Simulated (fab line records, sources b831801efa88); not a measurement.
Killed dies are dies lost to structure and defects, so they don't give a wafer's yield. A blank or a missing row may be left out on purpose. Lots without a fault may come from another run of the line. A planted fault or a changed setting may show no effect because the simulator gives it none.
Which tool did it? | flow sky130 | 24 lots, 72 wafers sampled, at 6 steps of a route of 708

WHAT THE GAUGES READ, wafer by wafer
SKY_FIELD_ISO_BOW_MEAS_00. Usual: INCOMING_BOW 0 um, standard deviation 6.3.
lot  | measured    | on            | INCOMING_BOW (um) | flag
L074 | day 1 10:00 | film_metro-04 | -6 6 7            |
L075 | day 1 15:00 | film_metro-02 | 0 8 8             |
L076 | day 1 20:00 | film_metro-04 | 6 1 0             |
L077 | day 2 01:00 | film_metro-02 | -1 -12 -3         |
L078 | day 2 06:04 | film_metro-02 | -4 6 5            |
L079 | day 2 11:00 | film_metro-04 | 7 -2 16           |
L080 | day 2 16:01 | film_metro-02 | 1 8 -2            |
L081 | day 2 21:01 | film_metro-04 | -18 1 3           |
L082 | day 3 02:00 | film_metro-02 | -3 13 -8          |
L083 | day 3 07:00 | film_metro-04 | 14 -6 6           |
L084 | day 3 12:00 | film_metro-04 | 10 3 4            |
L085 | day 3 17:00 | film_metro-04 | 4 11 -7           |
L086 | day 3 22:00 | film_metro-01 | -3 -2 2           |
L087 | day 4 03:00 | film_metro-04 | -5 -1 -2          |
L088 | day 4 08:00 | film_metro-01 | 3 -13 -8          |
L089 | day 4 13:01 | film_metro-01 | -1 4 5            |
L090 | day 4 18:01 | film_metro-04 | 12 4 -3           |
L091 | day 4 23:00 | film_metro-02 | -8 -7 -12         |
L092 | day 5 04:00 | film_metro-02 | 1 -9 -5           |
L093 | day 5 09:04 | film_metro-01 | 1 7 4             |
L094 | day 5 14:02 | film_metro-04 | 2 2 -4            |
L095 | day 5 19:01 | film_metro-04 | 0 2 1             |
L096 | day 6 00:01 | film_metro-01 | -5 -4 1           |
L097 | day 6 05:00 | film_metro-01 | 3 0 -7            |

SKY_LI_CONTACT_THK_MEAS_23: measures by xrf. Usual: LI_CONTACT_W_THK 398 nm, standard deviation 6.4.
lot  | measured     | on            | LI_CONTACT_W_THK (nm) | flag
L074 | day 29 05:53 | film_metro-04 | 406 404 406           |
L075 | day 29 16:49 | film_metro-04 | 404 394 400           |
L076 | day 30 01:53 | film_metro-04 | 408 392 405           |
L077 | day 30 09:55 | film_metro-04 | 388 402 409           |
L078 | day 30 21:34 | film_metro-01 | 391 403 391           |
L079 | day 31 11:50 | film_metro-03 | 394 401 396           |
L080 | day 31 11:58 | film_metro-01 | 396 385 394           |
L081 | day 31 13:24 | film_metro-03 | 401 396 394           |
L082 | day 32 21:53 | film_metro-01 | 400 402 395           |
L083 | day 32 22:32 | film_metro-01 | 406 388 391           |
L084 | day 32 23:17 | film_metro-03 | 387 387 390           |
L085 | day 33 03:50 | film_metro-01 | 398 394 397           |
L086 | day 33 12:14 | film_metro-04 | 407 407 409           |
L087 | day 34 06:26 | film_metro-01 | 399 401 405           |
L088 | day 34 07:17 | film_metro-03 | 387 386 397           |
L089 | day 34 19:10 | film_metro-01 | 397 399 395           |
L090 | day 34 17:14 | film_metro-04 | 401 394 408           |
L091 | day 34 21:53 | film_metro-01 | 399 401 404           |
L092 | day 35 08:17 | film_metro-03 | 403 392 397           |
L093 | day 35 14:31 | film_metro-03 | 404 395 406           |
L094 | day 35 20:21 | film_metro-03 | 405 398 402           |
L095 | day 36 07:57 | film_metro-04 | 390 390 394           |
L096 | day 36 14:42 | film_metro-04 | 399 402 399           |
L097 | day 36 15:35 | film_metro-04 | 404 400 398           |

SKY_VIA3_BOW_MEAS_03. Usual: VIA3_BOW 79 um, standard deviation 7.4.
lot  | measured     | on            | VIA3_BOW (um) | flag
L074 | day 38 17:29 | film_metro-04 | 82 94 94      |
L075 | day 39 04:01 | film_metro-01 | 73 81 82      |
L076 | day 39 11:12 | film_metro-03 | 90 83 84      |
L077 | day 39 19:13 | film_metro-04 | 73 63 71      |
L078 | day 40 05:13 | film_metro-04 | 70 79 80      |
L079 | day 40 16:41 | film_metro-03 | 83 73 92      |
L080 | day 40 17:31 | film_metro-01 | 78 85 76      |
L081 | day 40 18:36 | film_metro-01 | 53 72 75      |
L082 | day 41 23:37 | film_metro-04 | 77 95 74      |
L083 | day 42 00:41 | film_metro-03 | 98 77 88      |
L084 | day 42 01:38 | film_metro-04 | 91 83 86      |
L085 | day 42 06:27 | film_metro-01 | 87 94 76      |
L086 | day 42 13:34 | film_metro-03 | 73 77 78      |
L087 | day 43 06:31 | film_metro-01 | 73 77 75      |
L088 | day 43 07:17 | film_metro-01 | 87 72 75      |
L089 | day 43 17:02 | film_metro-04 | 73 80 82      |
L090 | day 43 15:47 | film_metro-03 | 87 80 73      |
L091 | day 43 18:29 | film_metro-03 | 72 74 69      |
L092 | day 44 01:47 | film_metro-03 | 77 67 72      |
L093 | day 44 09:39 | film_metro-04 | 83 91 86      |
L094 | day 44 15:46 | film_metro-01 | 79 79 74      |
L095 | day 45 01:58 | film_metro-04 | 81 82 82      |
L096 | day 45 04:23 | film_metro-03 | 76 76 80      |
L097 | day 45 05:19 | film_metro-03 | 84 79 74      |

SKY_VIA3_RS_MEAS_22: measures by four-point-probe. Usual: VIA3_W_RS 0.293 ohm/sq, standard deviation 0.0042.
lot  | measured     | on            | VIA3_W_RS (ohm/sq) | flag
L074 | day 39 19:33 | film_metro-03 | 0.291 0.299 0.297  |
L075 | day 40 06:58 | film_metro-01 | 0.293 0.295 0.296  |
L076 | day 40 12:50 | film_metro-01 | 0.288 0.287 0.293  |
L077 | day 40 21:09 | film_metro-01 | 0.290 0.295 0.296  |
L078 | day 41 06:55 | film_metro-04 | 0.297 0.291 0.297  |
L079 | day 41 17:55 | film_metro-04 | 0.296 0.292 0.289  |
L080 | day 41 18:29 | film_metro-04 | 0.295 0.298 0.287  |
L081 | day 41 19:55 | film_metro-03 | 0.298 0.301 0.295  |
L082 | day 43 00:13 | film_metro-01 | 0.296 0.294 0.290  |
L083 | day 43 01:12 | film_metro-04 | 0.295 0.287 0.289  |
L084 | day 43 02:42 | film_metro-03 | 0.288 0.297 0.295  |
L085 | day 43 07:40 | film_metro-01 | 0.295 0.289 0.288  |
L086 | day 43 13:59 | film_metro-03 | 0.288 0.297 0.295  |
L087 | day 44 05:55 | film_metro-01 | 0.292 0.293 0.292  |
L088 | day 44 06:37 | film_metro-03 | 0.296 0.291 0.287  |
L089 | day 44 16:23 | film_metro-03 | 0.296 0.295 0.286  |
L090 | day 44 16:37 | film_metro-04 | 0.295 0.293 0.294  |
L091 | day 44 18:16 | film_metro-01 | 0.292 0.293 0.291  |
L092 | day 45 01:14 | film_metro-03 | 0.287 0.286 0.296  |
L093 | day 45 09:07 | film_metro-04 | 0.290 0.298 0.291  |
L094 | day 45 15:04 | film_metro-03 | 0.288 0.287 0.288  |
L095 | day 46 00:23 | film_metro-01 | 0.301 0.292 0.291  |
L096 | day 46 01:47 | film_metro-01 | 0.294 0.301 0.303  |
L097 | day 46 04:12 | film_metro-04 | 0.297 0.287 0.296  |

SKY_METAL4_CD_MEAS_13: target cd 300 nm. Usual: cd_nm 299.7 nm, standard deviation 1.2.
lot  | measured     | on        | cd_nm (nm)        | flag
L074 | day 41 22:01 | cd_sem-01 | 298.0 298.3 298.4 |
L075 | day 42 09:10 | cd_sem-02 | 298.4 297.9 298.8 |
L076 | day 42 14:44 | cd_sem-02 | 299.1 299.5 298.0 |
L077 | day 42 21:20 | cd_sem-02 | 297.6 297.3 298.4 |
L078 | day 43 08:32 | cd_sem-02 | 298.1 298.9 296.4 |
L079 | day 43 18:08 | cd_sem-01 | 299.4 300.2 299.2 |
L080 | day 43 19:44 | cd_sem-01 | 299.8 299.0 299.0 |
L081 | day 43 19:58 | cd_sem-01 | 300.6 298.5 299.3 |
L082 | day 44 22:31 | cd_sem-01 | 299.5 298.7 297.9 |
L083 | day 44 23:49 | cd_sem-02 | 300.9 300.7 299.9 |
L084 | day 45 01:38 | cd_sem-01 | 302.1 299.7 300.6 |
L085 | day 45 05:29 | cd_sem-02 | 301.4 300.2 300.5 |
L086 | day 45 12:05 | cd_sem-02 | 299.8 300.6 299.8 |
L087 | day 46 02:28 | cd_sem-01 | 299.2 299.6 301.1 |
L088 | day 46 03:26 | cd_sem-02 | 301.4 301.4 301.3 |
L089 | day 46 12:38 | cd_sem-01 | 302.1 301.4 302.6 |
L090 | day 46 13:07 | cd_sem-01 | 300.2 300.1 300.8 |
L091 | day 46 14:32 | cd_sem-02 | 300.6 299.9 300.8 |
L092 | day 46 20:14 | cd_sem-01 | 299.1 300.0 298.7 |
L093 | day 47 05:26 | cd_sem-01 | 299.7 298.8 300.1 |
L094 | day 47 10:22 | cd_sem-01 | 299.8 298.4 299.1 |
L095 | day 47 18:32 | cd_sem-01 | 300.0 299.6 299.7 |
L096 | day 47 20:02 | cd_sem-02 | 299.7 299.7 300.6 |
L097 | day 47 21:35 | cd_sem-01 | 299.6 300.4 301.1 |

WHICH TOOL RAN EACH LOT (tool, then ch and the chambers of the sampled wafers, then the start)
lot  | SKY_CAP2M_METAL_ETCH_13
L074 | rie_metal-04 ch 0,1, day 40 21:07
L075 | rie_metal-02 ch 0,1, day 41 08:25
L076 | rie_metal-04 ch 0,1, day 41 13:55
L077 | rie_metal-02 ch 0,1, day 41 21:52
L078 | rie_metal-02 ch 0,1, day 42 07:29
L079 | rie_metal-04 ch 0,1, day 42 17:52
L080 | rie_metal-01 ch 0,1, day 42 19:13
L081 | rie_metal-02 ch 0,1, day 42 20:19
L082 | rie_metal-01 ch 0,1, day 43 23:43
L083 | rie_metal-01 ch 0,1, day 44 00:31
L084 | rie_metal-02 ch 0,1, day 44 02:16
L085 | rie_metal-01 ch 0,1, day 44 07:19
L086 | rie_metal-02 ch 0,1, day 44 13:43
L087 | rie_metal-04 ch 0,1, day 45 04:07
L088 | rie_metal-02 ch 0, day 45 05:13
L089 | rie_metal-02 ch 0,1, day 45 14:34
L090 | rie_metal-01 ch 0,1, day 45 14:52
L091 | rie_metal-01 ch 0,1, day 45 17:04
L092 | rie_metal-04 ch 0,1, day 45 23:07
L093 | rie_metal-04 ch 0,1, day 46 07:21
L094 | rie_metal-01 ch 0,1, day 46 13:05
L095 | rie_metal-02 ch 0,1, day 46 21:58
L096 | rie_metal-01 ch 0,1, day 46 22:55
L097 | rie_metal-04 ch 0,1, day 47 01:16
- SKY_CAP2M_METAL_ETCH_13: etches TiN in Cl2/BCl3, stops on SiO2, target depth 220 nm, time 62.9 s.

WHAT THE TOOLS THEMSELVES READ (means of the sampled wafers that have a number; where no wafer has one, the mark that the record gives instead)
SKY_CAP2M_METAL_ETCH_13. Usual: drypump_motor_current_A 5.5 A, standard deviation 0.4; oes_product_au 0.940 a.u., standard deviation 0.0085; throttle_valve_pct 21.903 %, standard deviation 0.0095.
lot  | tool         | drypump_motor_current_A (A) | oes_product_au (a.u.) | throttle_valve_pct (%) | flag
L074 | rie_metal-04 | 5.6                         | 0.941                 | 21.901                 |
L075 | rie_metal-02 | 5.9                         | 0.936                 | 21.909                 |
L076 | rie_metal-04 | 5.6                         | 0.931                 | 21.913                 |
L077 | rie_metal-02 | 5.9                         | 0.936                 | 21.905                 |
L078 | rie_metal-02 | 5.6                         | 0.934                 | 21.904                 |
L079 | rie_metal-04 | 5.6                         | 0.942                 | 21.912                 |
L080 | rie_metal-01 | 5.2                         | 0.940                 | 21.913                 |
L081 | rie_metal-02 | 5.9                         | 0.937                 | 21.906                 |
L082 | rie_metal-01 | 5.2                         | 0.951                 | 21.904                 |
L083 | rie_metal-01 | 5.2                         | 0.954                 | 21.895                 |
L084 | rie_metal-02 | 5.6                         | 0.940                 | 21.897                 |
L085 | rie_metal-01 | 5.1                         | 0.940                 | 21.899                 |
L086 | rie_metal-02 | 5.6                         | 0.950                 | 21.905                 |
L087 | rie_metal-04 | 5.5                         | 0.936                 | 21.903                 |
L088 | rie_metal-02 | 6.2                         | 0.942                 | 21.902                 |
L089 | rie_metal-02 | 5.9                         | 0.928                 | 21.912                 |
L090 | rie_metal-01 | 5.2                         | 0.947                 | 21.898                 |
L091 | rie_metal-01 | 5.1                         | 0.939                 | 21.908                 |
L092 | rie_metal-04 | 5.5                         | 0.939                 | 21.904                 |
L093 | rie_metal-04 | 5.5                         | 0.939                 | 21.905                 |
L094 | rie_metal-01 | 5.2                         | 0.930                 | 21.904                 |
L095 | rie_metal-02 | 5.6                         | 0.947                 | 21.905                 |
L096 | rie_metal-01 | 5.2                         | 0.938                 | 21.904                 |
L097 | rie_metal-04 | 5.5                         | 0.941                 | 21.893                 |

THE ANSWER, worked out from the rows above alone
Rule: a lot is off if the mean of its wafers that have a number lies more than 3 standard deviations from the usual mean. A lot without any number at a reading at which 4 lots or more have one is off too. The other lots that the step has rows for count as sound. The gauges are gone through in route order, then the tools' own readings, and for those a lot's mean is taken as printed above. The first step at which some lot is off is used, and at that step the reading that is off furthest; a lot without a number counts as furthest.
No lot is off at any reading shown: from this, nothing can be told.

WHAT THE SIMULATOR HAD PUT IN
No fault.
